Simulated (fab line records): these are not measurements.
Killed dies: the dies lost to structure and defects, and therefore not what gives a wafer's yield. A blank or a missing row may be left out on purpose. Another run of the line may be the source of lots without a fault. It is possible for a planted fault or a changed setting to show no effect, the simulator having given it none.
Which tool is to blame? || flow sky130 || 12 lots with 36 wafers sampled at 4 steps, on a route of 708 steps

## WHAT EACH GAUGE READ, for each wafer
SKY_VIA3_RS_MEAS_22: measurement is done with a four-point probe.
{"lot": "L681", "measured": "day 39 12:38", "on": "film metro-01", "VIA3_W_RS (ohm/sq)": "0.293 0.293 0.291"}
{"lot": "L682", "measured": "day 40 03:03", "on": "film metro-01", "VIA3_W_RS (ohm/sq)": "0.298 0.297 0.295"}
{"lot": "L683", "measured": "day 40 07:34", "on": "film metro-01", "VIA3_W_RS (ohm/sq)": "0.296 0.295 0.297"}
{"lot": "L686", "measured": "day 41 06:38", "on": "film metro-04", "VIA3_W_RS (ohm/sq)": "0.295 0.300 0.300"}
{"lot": "L688", "measured": "day 42 01:50", "on": "film metro-04", "VIA3_W_RS (ohm/sq)": "0.295 0.299 0.299"}
{"lot": "L691", "measured": "day 42 18:40", "on": "film metro-04", "VIA3_W_RS (ohm/sq)": "0.293 0.300 0.298"}
{"lot": "L693", "measured": "day 43 04:17", "on": "film metro-02", "VIA3_W_RS (ohm/sq)": "0.296 0.295 0.295"}
{"lot": "L697", "measured": "day 44 09:53", "on": "film metro-02", "VIA3_W_RS (ohm/sq)": "0.294 0.302 0.303"}
{"lot": "L698", "measured": "day 44 22:28", "on": "film metro-02", "VIA3_W_RS (ohm/sq)": "0.292 0.292 0.293"}
{"lot": "L700", "measured": "day 45 01:17", "on": "film metro-04", "VIA3_W_RS (ohm/sq)": "0.298 0.298 0.296"}
{"lot": "L703", "measured": "day 46 13:56", "on": "film metro-04", "VIA3_W_RS (ohm/sq)": "0.292 0.297 0.290"}
{"lot": "L702", "measured": "day 46 18:58", "on": "film metro-02", "VIA3_W_RS (ohm/sq)": "0.291 0.299 0.296"}

SKY_CAP2M_OVL_MEAS_12.
{"lot": "L681", "measured": "day 40 14:03", "on": "overlay-01", "CAP2M_OVL (nm)": "0.5 -0.7 -0.6"}
{"lot": "L682", "measured": "day 41 04:03", "on": "overlay-01", "CAP2M_OVL (nm)": "-1.7 -2.7 -1.1"}
{"lot": "L683", "measured": "day 41 08:31", "on": "overlay-01", "CAP2M_OVL (nm)": "0.5 -0.3 0.1"}
{"lot": "L686", "measured": "day 42 06:45", "on": "overlay-02", "CAP2M_OVL (nm)": "1.8 1.2 1.2"}
{"lot": "L688", "measured": "day 43 00:49", "on": "overlay-02", "CAP2M_OVL (nm)": "-0.8 0.2 -0.1"}
{"lot": "L691", "measured": "day 43 17:51", "on": "overlay-01", "CAP2M_OVL (nm)": "2.1 1.9 2.6"}
{"lot": "L693", "measured": "day 44 03:28", "on": "overlay-02", "CAP2M_OVL (nm)": "0.1 1.3 0.6"}
{"lot": "L697", "measured": "day 45 08:01", "on": "overlay-02", "CAP2M_OVL (nm)": "2.0 3.5 3.2"}
{"lot": "L698", "measured": "day 45 20:16", "on": "overlay-01", "CAP2M_OVL (nm)": "-3.4 -2.9 -3.6"}
{"lot": "L700", "measured": "day 45 23:52", "on": "overlay-02", "CAP2M_OVL (nm)": "1.9 0.6 1.2"}
{"lot": "L703", "measured": "day 47 11:03", "on": "overlay-01", "CAP2M_OVL (nm)": "-0.1 -1.3 -1.3"}
{"lot": "L702", "measured": "day 47 14:58", "on": "overlay-02", "CAP2M_OVL (nm)": "-1.3 0.9 -0.2"}

## EACH LOT AND THE TOOL THAT RAN IT (in order: tool; ch and the chambers of the sampled wafers; start)
{"lot": "L681", "SKY_METAL4_SPUTTER_02": "pvd sputter-03, day 39 13:10", "SKY_CAP2M_SPUTTER_02": "pvd sputter-01, day 39 13:22"}
{"lot": "L682", "SKY_METAL4_SPUTTER_02": "pvd sputter-02, day 40 03:35", "SKY_CAP2M_SPUTTER_02": "pvd sputter-04, day 40 03:46"}
{"lot": "L683", "SKY_METAL4_SPUTTER_02": "pvd sputter-03, day 40 08:05", "SKY_CAP2M_SPUTTER_02": "pvd sputter-04, day 40 08:17"}
{"lot": "L686", "SKY_METAL4_SPUTTER_02": "pvd sputter-03, day 41 07:10", "SKY_CAP2M_SPUTTER_02": "pvd sputter-01, day 41 07:21"}
{"lot": "L688", "SKY_METAL4_SPUTTER_02": "pvd sputter-04, day 42 02:20", "SKY_CAP2M_SPUTTER_02": "pvd sputter-01, day 42 02:32"}
{"lot": "L691", "SKY_METAL4_SPUTTER_02": "pvd sputter-03, day 42 19:11", "SKY_CAP2M_SPUTTER_02": "pvd sputter-04, day 42 19:23"}
{"lot": "L693", "SKY_METAL4_SPUTTER_02": "pvd sputter-03, day 43 04:49", "SKY_CAP2M_SPUTTER_02": "pvd sputter-01, day 43 05:01"}
{"lot": "L697", "SKY_METAL4_SPUTTER_02": "pvd sputter-04, day 44 10:22", "SKY_CAP2M_SPUTTER_02": "pvd sputter-04, day 44 10:34"}
{"lot": "L698", "SKY_METAL4_SPUTTER_02": "pvd sputter-03, day 44 22:58", "SKY_CAP2M_SPUTTER_02": "pvd sputter-04, day 44 23:09"}
{"lot": "L700", "SKY_METAL4_SPUTTER_02": "pvd sputter-03, day 45 02:00", "SKY_CAP2M_SPUTTER_02": "pvd sputter-04, day 45 02:11"}
{"lot": "L703", "SKY_METAL4_SPUTTER_02": "pvd sputter-02, day 46 14:28", "SKY_CAP2M_SPUTTER_02": "pvd sputter-01, day 46 14:39"}
{"lot": "L702", "SKY_METAL4_SPUTTER_02": "pvd sputter-03, day 46 19:29", "SKY_CAP2M_SPUTTER_02": "pvd sputter-01, day 46 19:41"}
- SKY_METAL4_SPUTTER_02: material AlCu, target thk 735 nm, time 39.1 s.
- SKY_CAP2M_SPUTTER_02: material TiN, target thk 200 nm, time 166.7 s.

## AS READ BY THE TOOLS THEMSELVES (means over the sampled wafers that have a number; for cases with no such wafer, the mark the record gives instead)
SKY_METAL4_SPUTTER_02.
{"lot": "L681", "tool": "pvd sputter-03", "chamber pressure pa (Pa)": 0.3997, "throttle valve pct (%)": 30.3}
{"lot": "L682", "tool": "pvd sputter-02", "chamber pressure pa (Pa)": 0.4004, "throttle valve pct (%)": 29.7}
{"lot": "L683", "tool": "pvd sputter-03", "chamber pressure pa (Pa)": 0.3998, "throttle valve pct (%)": 29.8}
{"lot": "L686", "tool": "pvd sputter-03", "chamber pressure pa (Pa)": 0.3998, "throttle valve pct (%)": 29.6}
{"lot": "L688", "tool": "pvd sputter-04", "chamber pressure pa (Pa)": 0.3999, "throttle valve pct (%)": 29.7}
{"lot": "L691", "tool": "pvd sputter-03", "chamber pressure pa (Pa)": 0.3997, "throttle valve pct (%)": 29.8}
{"lot": "L693", "tool": "pvd sputter-03", "chamber pressure pa (Pa)": 0.4003, "throttle valve pct (%)": 29.1}
{"lot": "L697", "tool": "pvd sputter-04", "chamber pressure pa (Pa)": 0.4006, "throttle valve pct (%)": 30.2}
{"lot": "L698", "tool": "pvd sputter-03", "chamber pressure pa (Pa)": 0.3996, "throttle valve pct (%)": 29.9}
{"lot": "L700", "tool": "pvd sputter-03", "chamber pressure pa (Pa)": 0.3993, "throttle valve pct (%)": 29.2}
{"lot": "L703", "tool": "pvd sputter-02", "chamber pressure pa (Pa)": 0.4004, "throttle valve pct (%)": 29.2}
{"lot": "L702", "tool": "pvd sputter-03", "chamber pressure pa (Pa)": 0.4002, "throttle valve pct (%)": 29.8}

SKY_CAP2M_SPUTTER_02.
{"lot": "L681", "tool": "pvd sputter-01", "chamber pressure pa (Pa)": 0.4011, "susceptor temp C (C)": 300.06, "throttle valve pct (%)": 29.6}
{"lot": "L682", "tool": "pvd sputter-04", "chamber pressure pa (Pa)": 0.4007, "susceptor temp C (C)": 300.03, "throttle valve pct (%)": 30.1}
{"lot": "L683", "tool": "pvd sputter-04", "chamber pressure pa (Pa)": 0.4003, "susceptor temp C (C)": 300.03, "throttle valve pct (%)": 30.1}
{"lot": "L686", "tool": "pvd sputter-01", "chamber pressure pa (Pa)": 0.3996, "susceptor temp C (C)": 300.20, "throttle valve pct (%)": 28.8}
{"lot": "L688", "tool": "pvd sputter-01", "chamber pressure pa (Pa)": 0.4058, "susceptor temp C (C)": 299.98, "throttle valve pct (%)": 29.4}
{"lot": "L691", "tool": "pvd sputter-04", "chamber pressure pa (Pa)": 0.3996, "susceptor temp C (C)": 299.92, "throttle valve pct (%)": 30.1}
{"lot": "L693", "tool": "pvd sputter-01", "chamber pressure pa (Pa)": 0.4060, "susceptor temp C (C)": 300.42, "throttle valve pct (%)": 29.2}
{"lot": "L697", "tool": "pvd sputter-04", "chamber pressure pa (Pa)": 0.3991, "susceptor temp C (C)": 300.16, "throttle valve pct (%)": 28.9}
{"lot": "L698", "tool": "pvd sputter-04", "chamber pressure pa (Pa)": 0.3993, "susceptor temp C (C)": 300.18, "throttle valve pct (%)": 28.8}
{"lot": "L700", "tool": "pvd sputter-04", "chamber pressure pa (Pa)": 0.3996, "susceptor temp C (C)": 299.85, "throttle valve pct (%)": 30.8}
{"lot": "L703", "tool": "pvd sputter-01", "chamber pressure pa (Pa)": 0.3991, "susceptor temp C (C)": 300.10, "throttle valve pct (%)": 28.1}
{"lot": "L702", "tool": "pvd sputter-01", "chamber pressure pa (Pa)": 0.4005, "susceptor temp C (C)": 299.78, "throttle valve pct (%)": 28.3}

## THE ANSWER, worked out from the rows above alone
Rule: usual is defined by the lots themselves. Put in order of their means at a reading, lots are off if they are a third of the lots or fewer, leave a main group of 4 or more, and stand apart from it by a gap of 3 or more times the standard deviation of the main group's means; of several such gaps the widest counts. Not used: any main group whose means are identical at the precision the tables above print for the reading. A lot without any number at a reading at which 4 lots or more have one is off too. Where the step has rows for the other lots, those lots are counted as sound. First the gauges in route order, then the tools' own readings, where a lot's mean is used as printed above. At the first step where some lot is off, the reading lying furthest off is the one used; lots without a number count as furthest.
Off at SKY_CAP2M_SPUTTER_02 (chamber pressure pa): L688, L693. Main group: mean 0.3999 Pa, sd 0.00067.
A tool fits if, at that step or a process step before it, it ran every lot that is off, and no sound lot after the first of them. No candidate that was tried fits.

## WHAT THE SIMULATOR HAD PUT IN
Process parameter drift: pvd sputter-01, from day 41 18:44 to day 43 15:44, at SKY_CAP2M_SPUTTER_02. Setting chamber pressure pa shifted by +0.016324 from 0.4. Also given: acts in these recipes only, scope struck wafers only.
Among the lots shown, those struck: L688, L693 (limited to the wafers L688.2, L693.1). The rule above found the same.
